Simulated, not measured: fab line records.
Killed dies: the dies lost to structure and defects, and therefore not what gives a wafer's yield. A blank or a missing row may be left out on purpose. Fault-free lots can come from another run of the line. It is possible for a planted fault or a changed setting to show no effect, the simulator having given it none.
The tool behind it: which one? | flow sky130 | 39 wafers from 13 lots sampled at 5 of the route's 708 steps

== WHAT EACH GAUGE READ, for each wafer ==
SKY_VT_ADJUST_HVTP_TW_MEAS_11.
lot  | measured     | on           | VT_ADJUST_HVTP_TW
L273 | day 6 07:21  | filmMetro-01 | 1358 1352 1345
L272 | day 6 07:40  | filmMetro-02 | 1358 1355 1363
L274 | day 6 10:52  | filmMetro-02 | 1362 1358 1365
L275 | day 6 19:06  | filmMetro-02 | 1382 1385 1380
L278 | day 7 20:01  | filmMetro-04 | 1380 1377 1377
L279 | day 8 00:04  | filmMetro-01 | 1393 1388 1391
L285 | day 9 17:32  | filmMetro-04 | 1356 1358 1351
L286 | day 9 17:50  | filmMetro-04 | 1354 1353 1357
L288 | day 10 15:19 | filmMetro-01 | 1356 1359 1364
L290 | day 10 22:34 | filmMetro-04 | 1367 1362 1363
L291 | day 11 07:39 | filmMetro-01 | 1354 1358 1349
L294 | day 11 21:01 | filmMetro-04 | 1355 1357 1356
L295 | day 12 16:57 | filmMetro-01 | 1360 1368 1362

SKY_VT_ADJUST_LVTN_TW_MEAS_21.
lot  | measured     | on           | VT_ADJUST_LVTN_2_TW
L273 | day 7 21:08  | filmMetro-04 | 188.6 187.1 187.8
L272 | day 7 21:17  | filmMetro-03 | 190.1 189.5 191.0
L274 | day 8 02:32  | filmMetro-01 | 189.0 189.2 188.8
L275 | day 8 12:12  | filmMetro-03 | 190.3 189.5 190.1
L278 | day 9 13:20  | filmMetro-04 | 187.3 186.2 187.2
L279 | day 9 17:50  | filmMetro-01 | 189.4 189.5 189.6
L285 | day 11 15:02 | filmMetro-04 | 188.4 188.5 188.2
L286 | day 11 15:21 | filmMetro-01 | 187.7 186.9 187.2
L288 | day 12 14:45 | filmMetro-01 | 189.1 189.2 189.2
L290 | day 12 23:00 | filmMetro-04 | 187.2 187.9 188.9
L291 | day 13 08:17 | filmMetro-01 | 189.4 189.8 189.7
L294 | day 13 23:20 | filmMetro-03 | 190.2 190.1 190.4
L295 | day 14 20:47 | filmMetro-01 | 189.0 189.6 189.3

== TOOL THAT RAN EACH LOT (tool first, then ch and the chambers of the sampled wafers, then the start) ==
lot  | SKY_FIELD_ISO_ETCH_14            | SKY_NWELL_STRIP_25                  | SKY_VT_ADJUST_HVTP_IMPLANT_09
L273 | rieDiel-04 ch 0,1,3, day 2 10:29 | plasmaAsher-03 ch 1, day 5 12:23    | implanter-02 ch 0, day 6 07:06
L272 | rieDiel-01 ch 0,2,3, day 2 10:37 | plasmaAsher-04 ch 0,1, day 5 12:26  | implanter-04 ch 0, day 6 07:24
L274 | rieDiel-01 ch 2,3, day 2 14:44   | plasmaAsher-03 ch 0,1, day 5 16:08  | implanter-02 ch 0, day 6 10:35
L275 | rieDiel-02 ch 0,1,2, day 2 19:44 | plasmaAsher-04 ch 0,1, day 6 00:32  | implanter-02 ch 0, day 6 18:51
L278 | rieDiel-01 ch 0,2,3, day 3 13:11 | plasmaAsher-04 ch 0,1, day 6 23:11  | implanter-02 ch 0, day 7 19:47
L279 | rieDiel-01 ch 0,2, day 3 19:55   | plasmaAsher-04 ch 0, day 7 03:06    | implanter-02 ch 0, day 7 23:49
L285 | rieDiel-01 ch 0,1,3, day 5 03:46 | plasmaAsher-03 ch 0,1, day 8 20:02  | implanter-01 ch 0, day 9 17:17
L286 | rieDiel-01 ch 0,2,3, day 5 06:08 | plasmaAsher-01 ch 0,1, day 8 20:25  | implanter-04 ch 0, day 9 17:37
L288 | rieDiel-04 ch 0,2,3, day 5 19:58 | plasmaAsher-03 ch 0,1, day 9 15:43  | implanter-01 ch 0, day 10 15:05
L290 | rieDiel-01 ch 0,2, day 6 06:37   | plasmaAsher-04 ch 0,1, day 9 23:23  | implanter-01 ch 0, day 10 22:20
L291 | rieDiel-02 ch 0,1,2, day 6 10:50 | plasmaAsher-03 ch 0,1, day 10 07:51 | implanter-02 ch 0, day 11 07:24
L294 | rieDiel-01 ch 0,1,3, day 6 23:44 | plasmaAsher-03 ch 0,1, day 10 20:05 | implanter-04 ch 0, day 11 20:46
L295 | rieDiel-02 ch 1,2,3, day 7 14:32 | plasmaAsher-03 ch 0,1, day 11 15:53 | implanter-04 ch 0, day 12 16:42
- SKY_FIELD_ISO_ETCH_14: etches BARC in N2/H2, stops on SiO2, time 45.9 s, target depth 60 nm.
- SKY_NWELL_STRIP_25: strips in O2/N2.
- SKY_VT_ADJUST_HVTP_IMPLANT_09

== AS READ BY THE TOOLS THEMSELVES (means over the sampled wafers that have a number; for cases with no such wafer, the mark the record gives instead) ==
SKY_FIELD_ISO_ETCH_14.
lot  | tool       | drypumpMotorCurrentA (A) | oesProductAu (a.u.) | throttleValvePct (%)
L273 | rieDiel-04 | 5.8                      | 0.858               | 13.229
L272 | rieDiel-01 | 5.6                      | 0.853               | 13.231
L274 | rieDiel-01 | 5.8                      | 0.857               | 13.220
L275 | rieDiel-02 | 5.5                      | 0.852               | 13.214
L278 | rieDiel-01 | 5.6                      | 0.854               | 13.225
L279 | rieDiel-01 | 5.6                      | 0.856               | 13.230
L285 | rieDiel-01 | 5.6                      | 0.853               | 13.220
L286 | rieDiel-01 | 5.6                      | 0.856               | 13.223
L288 | rieDiel-04 | 5.9                      | 0.855               | 13.230
L290 | rieDiel-01 | 5.8                      | 0.853               | 13.225
L291 | rieDiel-02 | 5.5                      | 0.855               | 13.219
L294 | rieDiel-01 | 5.6                      | 0.856               | 13.219
L295 | rieDiel-02 | 5.4                      | 0.853               | 13.223

SKY_NWELL_STRIP_25.
lot  | tool           | drypumpMotorCurrentA (A) | oesProductAu (a.u.) | stripTimeToEndpointS (s)
L273 | plasmaAsher-03 | 6.1                      | 0.724               | 37.10
L272 | plasmaAsher-04 | 6.0                      | 0.723               | 36.83
L274 | plasmaAsher-03 | 6.0                      | 0.723               | 36.89
L275 | plasmaAsher-04 | 6.0                      | 0.719               | 37.02
L278 | plasmaAsher-04 | 5.7                      | 0.719               | 36.96
L279 | plasmaAsher-04 | 5.4                      | 0.723               | 36.88
L285 | plasmaAsher-03 | 5.7                      | 0.724               | 36.82
L286 | plasmaAsher-01 | 6.4                      | 0.724               | 36.80
L288 | plasmaAsher-03 | 5.9                      | 0.726               | 37.01
L290 | plasmaAsher-04 | 5.7                      | 0.725               | 36.95
L291 | plasmaAsher-03 | 5.7                      | 0.720               | 36.84
L294 | plasmaAsher-03 | 5.7                      | 0.724               | 36.90
L295 | plasmaAsher-03 | 5.9                      | 0.722               | 36.83

SKY_VT_ADJUST_HVTP_IMPLANT_09.
lot  | tool         | beamEnergyKeV | endStationPressureTorr (Torr)
L273 | implanter-02 | 150.04        | 5.11e-06
L272 | implanter-04 | 150.03        | 5.26e-06
L274 | implanter-02 | 149.96        | 5.17e-06
L275 | implanter-02 | 158.99        | 5.27e-06
L278 | implanter-02 | 159.03        | 5.09e-06
L279 | implanter-02 | 159.08        | 4.90e-06
L285 | implanter-01 | 149.99        | 4.96e-06
L286 | implanter-04 | 150.03        | 5.07e-06
L288 | implanter-01 | 150.03        | 4.95e-06
L290 | implanter-01 | 149.96        | 5.16e-06
L291 | implanter-02 | 150.07        | 4.82e-06
L294 | implanter-04 | 150.00        | 4.98e-06
L295 | implanter-04 | 149.98        | 5.20e-06

== THE ANSWER, worked out from the rows above alone ==
Rule: usual is defined by the lots themselves. Put in order of their means at a reading, lots are off if they are a third of the lots or fewer, leave a main group of 4 or more, and stand apart from it by a gap of 3 or more times the standard deviation of the main group's means; of several such gaps the widest counts. A main group is skipped when, at the precision printed for the reading in the tables above, its means are all equal. A lot without any number at a reading at which 4 lots or more have one is off too. The other lots that the step has rows for count as sound. First the gauges in route order, then the tools' own readings, where a lot's mean is used as printed above. The first step at which some lot is off is used, and at that step the reading that is off furthest; a lot without a number counts as furthest.
Off: at SKY_VT_ADJUST_HVTP_TW_MEAS_11 (VT_ADJUST_HVTP_TW), L275, L278, L279. For the main group the mean is 1358 and the standard deviation 4.
A tool fits if, at a process step before that reading, it ran every lot that is off, and no sound lot after the first of them. The gauges at SKY_VT_ADJUST_HVTP_TW_MEAS_11 aren't tried: what is off there is off at SKY_VT_ADJUST_HVTP_IMPLANT_09 too, on other tools, and a gauge's error can't cause that. Of those tried, none fits.

== WHAT HAD BEEN PUT IN BY THE SIMULATOR ==
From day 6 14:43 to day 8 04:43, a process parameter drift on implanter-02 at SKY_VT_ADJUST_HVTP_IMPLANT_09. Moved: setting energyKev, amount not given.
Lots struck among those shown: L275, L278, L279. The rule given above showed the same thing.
